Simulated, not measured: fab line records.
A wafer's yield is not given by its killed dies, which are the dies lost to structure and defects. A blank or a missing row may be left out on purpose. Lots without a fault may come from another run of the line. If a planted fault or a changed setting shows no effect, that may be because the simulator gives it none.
Which of the tools did it? :: flow gf180mcu :: 13 lots with 39 wafers sampled at 4 steps, on a route of 602 steps

WHAT EACH GAUGE READ, for each wafer
Not one reading of a measure or inspect step in the record can be checked against a usual standard deviation.

TOOL THAT RAN EACH LOT (tool first, then ch and the chambers of the sampled wafers, then the start)
lot: L985
GF_DUAL_GATE_OXIDATION_15: furnace-01 ch 0, day 8 08:58
GF_V1_ETCH_16: rie diel-02 ch 0,3, day 18 04:43
GF_V1_SPUTTER_22: pvd sputter-03, day 18 05:26
GF_M2_SPUTTER_04: pvd sputter-04, day 18 06:15

lot: L986
GF_DUAL_GATE_OXIDATION_15: furnace-02 ch 0, day 8 15:58
GF_V1_ETCH_16: rie diel-01 ch 0,1,2, day 18 15:07
GF_V1_SPUTTER_22: pvd sputter-01, day 18 15:50
GF_M2_SPUTTER_04: pvd sputter-04, day 18 16:46

lot: L988
GF_DUAL_GATE_OXIDATION_15: furnace-02 ch 0, day 9 06:23
GF_V1_ETCH_16: rie diel-03 ch 1,2, day 19 07:37
GF_V1_SPUTTER_22: pvd sputter-03, day 19 08:21
GF_M2_SPUTTER_04: pvd sputter-04, day 19 09:10

lot: L989
GF_DUAL_GATE_OXIDATION_15: furnace-02 ch 0, day 9 10:26
GF_V1_ETCH_16: rie diel-01 ch 1,3, day 19 21:45
GF_V1_SPUTTER_22: pvd sputter-02, day 19 22:28
GF_M2_SPUTTER_04: pvd sputter-01, day 19 23:34

lot: L990
GF_DUAL_GATE_OXIDATION_15: furnace-02 ch 0, day 9 16:32
GF_V1_ETCH_16: rie diel-01 ch 0,2,3, day 20 02:27
GF_V1_SPUTTER_22: pvd sputter-02, day 20 03:10
GF_M2_SPUTTER_04: pvd sputter-04, day 20 03:59

lot: L995
GF_DUAL_GATE_OXIDATION_15: furnace-01 ch 0, day 11 08:41
GF_V1_ETCH_16: rie diel-01 ch 0,2, day 22 06:25
GF_V1_SPUTTER_22: pvd sputter-02, day 22 07:10
GF_M2_SPUTTER_04: pvd sputter-01, day 22 08:05

lot: L996
GF_DUAL_GATE_OXIDATION_15: furnace-02 ch 0, day 11 15:11
GF_V1_ETCH_16: rie diel-01 ch 1,2, day 22 11:37
GF_V1_SPUTTER_22: pvd sputter-02, day 22 12:20
GF_M2_SPUTTER_04: pvd sputter-01, day 22 13:16

lot: L997
GF_DUAL_GATE_OXIDATION_15: furnace-01 ch 0, day 11 17:16
GF_V1_ETCH_16: rie diel-02 ch 0,1,2, day 22 14:01
GF_V1_SPUTTER_22: pvd sputter-03, day 22 14:44
GF_M2_SPUTTER_04: pvd sputter-04, day 22 15:33

lot: L101
GF_DUAL_GATE_OXIDATION_15: furnace-02 ch 0, day 13 03:52
GF_V1_ETCH_16: rie diel-02 ch 1,2,3, day 24 07:10
GF_V1_SPUTTER_22: pvd sputter-03, day 24 07:53
GF_M2_SPUTTER_04: pvd sputter-04, day 24 08:42

lot: L102
GF_DUAL_GATE_OXIDATION_15: furnace-02 ch 0, day 13 18:20
GF_V1_ETCH_16: rie diel-03 ch 1,2, day 24 22:52
GF_V1_SPUTTER_22: pvd sputter-01, day 24 23:37
GF_M2_SPUTTER_04: pvd sputter-04, day 25 00:26

lot: L103
GF_DUAL_GATE_OXIDATION_15: furnace-01 ch 0, day 14 07:05
GF_V1_ETCH_16: rie diel-03 ch 1,3, day 25 11:43
GF_V1_SPUTTER_22: pvd sputter-01, day 25 12:28
GF_M2_SPUTTER_04: pvd sputter-04, day 25 13:17

lot: L105
GF_DUAL_GATE_OXIDATION_15: furnace-02 ch 0, day 14 10:44
GF_V1_ETCH_16: rie diel-02 ch 0,1,3, day 25 15:44
GF_V1_SPUTTER_22: pvd sputter-02, day 25 16:29
GF_M2_SPUTTER_04: pvd sputter-01, day 25 17:17

lot: L106
GF_DUAL_GATE_OXIDATION_15: furnace-01 ch 0, day 14 15:40
GF_V1_ETCH_16: rie diel-03 ch 0,1, day 25 18:31
GF_V1_SPUTTER_22: pvd sputter-02, day 25 19:15
GF_M2_SPUTTER_04: pvd sputter-01, day 25 20:04
- GF_DUAL_GATE_OXIDATION_15: stabilise 600 s, purge 300 s, target thk 7.098 nm.
- GF_V1_ETCH_16: etches BARC in N2/H2.
- GF_V1_SPUTTER_22: material TiN, target thk 10 nm, time 40 s.
- GF_M2_SPUTTER_04: material TiN, target thk 50 nm, time 41.7 s.

WHAT THE TOOLS THEMSELVES READ (means of the sampled wafers that have a number; where no wafer has one, the mark that the record gives instead)
GF_DUAL_GATE_OXIDATION_15.
lot: L985
tool: furnace-01
spike tc bottom C (C): 863.7
spike tc centre C (C): 849.1
spike tc lower C (C): 850.9
spike tc top C (C): 860.1
spike tc upper C (C): 849.0

lot: L986
tool: furnace-02
spike tc bottom C (C): 864.6
spike tc centre C (C): 849.2
spike tc lower C (C): 850.0
spike tc top C (C): 862.0
spike tc upper C (C): 849.5

lot: L988
tool: furnace-02
spike tc bottom C (C): 866.1
spike tc centre C (C): 849.5
spike tc lower C (C): 851.1
spike tc top C (C): 863.1
spike tc upper C (C): 850.2

lot: L989
tool: furnace-02
spike tc bottom C (C): 864.4
spike tc centre C (C): 849.1
spike tc lower C (C): 851.0
spike tc top C (C): 863.3
spike tc upper C (C): 850.5

lot: L990
tool: furnace-02
spike tc bottom C (C): 864.7
spike tc centre C (C): 849.0
spike tc lower C (C): 850.4
spike tc top C (C): 862.3
spike tc upper C (C): 849.1

lot: L995
tool: furnace-01
spike tc bottom C (C): 864.0
spike tc centre C (C): 850.2
spike tc lower C (C): 850.0
spike tc top C (C): 859.3
spike tc upper C (C): 850.1

lot: L996
tool: furnace-02
spike tc bottom C (C): 864.2
spike tc centre C (C): 849.2
spike tc lower C (C): 850.3
spike tc top C (C): 862.3
spike tc upper C (C): 850.2

lot: L997
tool: furnace-01
spike tc bottom C (C): 863.3
spike tc centre C (C): 849.0
spike tc lower C (C): 849.9
spike tc top C (C): 859.0
spike tc upper C (C): 850.3

lot: L101
tool: furnace-02
spike tc bottom C (C): 844.6
spike tc centre C (C): 829.3
spike tc lower C (C): 830.0
spike tc top C (C): 841.9
spike tc upper C (C): 829.8

lot: L102
tool: furnace-02
spike tc bottom C (C): 845.0
spike tc centre C (C): 828.6
spike tc lower C (C): 830.3
spike tc top C (C): 842.6
spike tc upper C (C): 829.3

lot: L103
tool: furnace-01
spike tc bottom C (C): 863.7
spike tc centre C (C): 849.0
spike tc lower C (C): 850.2
spike tc top C (C): 858.8
spike tc upper C (C): 848.9

lot: L105
tool: furnace-02
spike tc bottom C (C): 843.4
spike tc centre C (C): 829.5
spike tc lower C (C): 831.0
spike tc top C (C): 840.9
spike tc upper C (C): 830.0

lot: L106
tool: furnace-01
spike tc bottom C (C): 863.4
spike tc centre C (C): 850.2
spike tc lower C (C): 851.3
spike tc top C (C): 858.5
spike tc upper C (C): 849.9

GF_V1_ETCH_16.
lot: L985
tool: rie diel-02
drypump motor current A (A): 5.8
oes product au (a.u.): 0.859
throttle valve pct (%): 13.227

lot: L986
tool: rie diel-01
drypump motor current A (A): 5.8
oes product au (a.u.): 0.856
throttle valve pct (%): 13.218

lot: L988
tool: rie diel-03
drypump motor current A (A): 5.4
oes product au (a.u.): 0.856
throttle valve pct (%): 13.231

lot: L989
tool: rie diel-01
drypump motor current A (A): 5.6
oes product au (a.u.): 0.857
throttle valve pct (%): 13.229

lot: L990
tool: rie diel-01
drypump motor current A (A): 5.5
oes product au (a.u.): 0.860
throttle valve pct (%): 13.219

lot: L995
tool: rie diel-01
drypump motor current A (A): 5.7
oes product au (a.u.): 0.856
throttle valve pct (%): 13.221

lot: L996
tool: rie diel-01
drypump motor current A (A): 6.0
oes product au (a.u.): 0.859
throttle valve pct (%): 13.223

lot: L997
tool: rie diel-02
drypump motor current A (A): 5.6
oes product au (a.u.): 0.859
throttle valve pct (%): 13.230

lot: L101
tool: rie diel-02
drypump motor current A (A): 5.6
oes product au (a.u.): 0.860
throttle valve pct (%): 13.225

lot: L102
tool: rie diel-03
drypump motor current A (A): 5.4
oes product au (a.u.): 0.858
throttle valve pct (%): 13.219

lot: L103
tool: rie diel-03
drypump motor current A (A): 5.0
oes product au (a.u.): 0.856
throttle valve pct (%): 13.220

lot: L105
tool: rie diel-02
drypump motor current A (A): 5.7
oes product au (a.u.): 0.854
throttle valve pct (%): 13.212

lot: L106
tool: rie diel-03
drypump motor current A (A): 5.7
oes product au (a.u.): 0.854
throttle valve pct (%): 13.220

GF_V1_SPUTTER_22.
lot: L985
tool: pvd sputter-03
throttle valve pct (%): 30.2

lot: L986
tool: pvd sputter-01
throttle valve pct (%): 29.7

lot: L988
tool: pvd sputter-03
throttle valve pct (%): 30.1

lot: L989
tool: pvd sputter-02
throttle valve pct (%): 29.5

lot: L990
tool: pvd sputter-02
throttle valve pct (%): 29.2

lot: L995
tool: pvd sputter-02
throttle valve pct (%): 30.1

lot: L996
tool: pvd sputter-02
throttle valve pct (%): 29.9

lot: L997
tool: pvd sputter-03
throttle valve pct (%): 29.9

lot: L101
tool: pvd sputter-03
throttle valve pct (%): 30.3

lot: L102
tool: pvd sputter-01
throttle valve pct (%): 30.0

lot: L103
tool: pvd sputter-01
throttle valve pct (%): 28.9

lot: L105
tool: pvd sputter-02
throttle valve pct (%): 29.4

lot: L106
tool: pvd sputter-02
throttle valve pct (%): 29.3

GF_M2_SPUTTER_04.
lot: L985
tool: pvd sputter-04
throttle valve pct (%): 29.3

lot: L986
tool: pvd sputter-04
throttle valve pct (%): 29.8

lot: L988
tool: pvd sputter-04
throttle valve pct (%): 29.2

lot: L989
tool: pvd sputter-01
throttle valve pct (%): 30.0

lot: L990
tool: pvd sputter-04
throttle valve pct (%): 29.0

lot: L995
tool: pvd sputter-01
throttle valve pct (%): 29.0

lot: L996
tool: pvd sputter-01
throttle valve pct (%): 30.0

lot: L997
tool: pvd sputter-04
throttle valve pct (%): 30.1

lot: L101
tool: pvd sputter-04
throttle valve pct (%): 29.7

lot: L102
tool: pvd sputter-04
throttle valve pct (%): 29.6

lot: L103
tool: pvd sputter-04
throttle valve pct (%): 29.9

lot: L105
tool: pvd sputter-01
throttle valve pct (%): 30.0

lot: L106
tool: pvd sputter-01
throttle valve pct (%): 29.0

THE ANSWER, worked out from the rows above alone
Rule: usual is defined by the lots themselves. The widest of any qualifying gaps counts: lots, ordered by their means at a reading, are off when they make up no more than a third of the lots, leave a main group of 4 or more, and stand apart from it by 3 or more times the standard deviation of that group's means. If all means in a main group match to the digits the tables above print for the reading, that group is not used. Also off: a lot with no number at a reading for which 4 or more lots have one. All remaining lots with rows at the step are treated as sound. Order of review: gauges by route order, followed by the tools' own readings, for which a lot's mean as printed above is used. The first step at which some lot is off is used, and at that step the reading that is off furthest; a lot without a number counts as furthest.
Off, at GF_DUAL_GATE_OXIDATION_15 on spike tc centre C: L101, L102, L105. The main group has a mean of 849.4 C with a standard deviation of 0.45.
If a tool, at that step or one of the process steps before it, ran each lot that is off and ran no sound lot following the first of them, it fits. One candidate fits, namely furnace-02 at GF_DUAL_GATE_OXIDATION_15. Its last sound lot is L996 (day 11 15:11), its first lot that is off L101 (day 13 03:52): a fault that began between those two fits.
The tool's own readings at GF_DUAL_GATE_OXIDATION_15 bear it out: on the lots that are off they differ by more than 5 times the standard deviation of the sound lots' means. spike tc bottom C reads 844.3 C there against 864.2 C on the sound lots; spike tc centre C reads 829.1 C there against 849.4 C on the sound lots; spike tc lower C reads 830.4 C there against 850.5 C on the sound lots; spike tc top C reads 841.8 C there against 860.9 C on the sound lots; spike tc upper C reads 829.7 C there against 849.8 C on the sound lots.

WHAT THE SIMULATOR HAD INSERTED
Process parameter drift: furnace-02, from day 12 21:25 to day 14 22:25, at GF_DUAL_GATE_OXIDATION_15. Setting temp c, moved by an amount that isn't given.
Lots struck among those shown: L101, L102, L105. The same result came from the rule above.
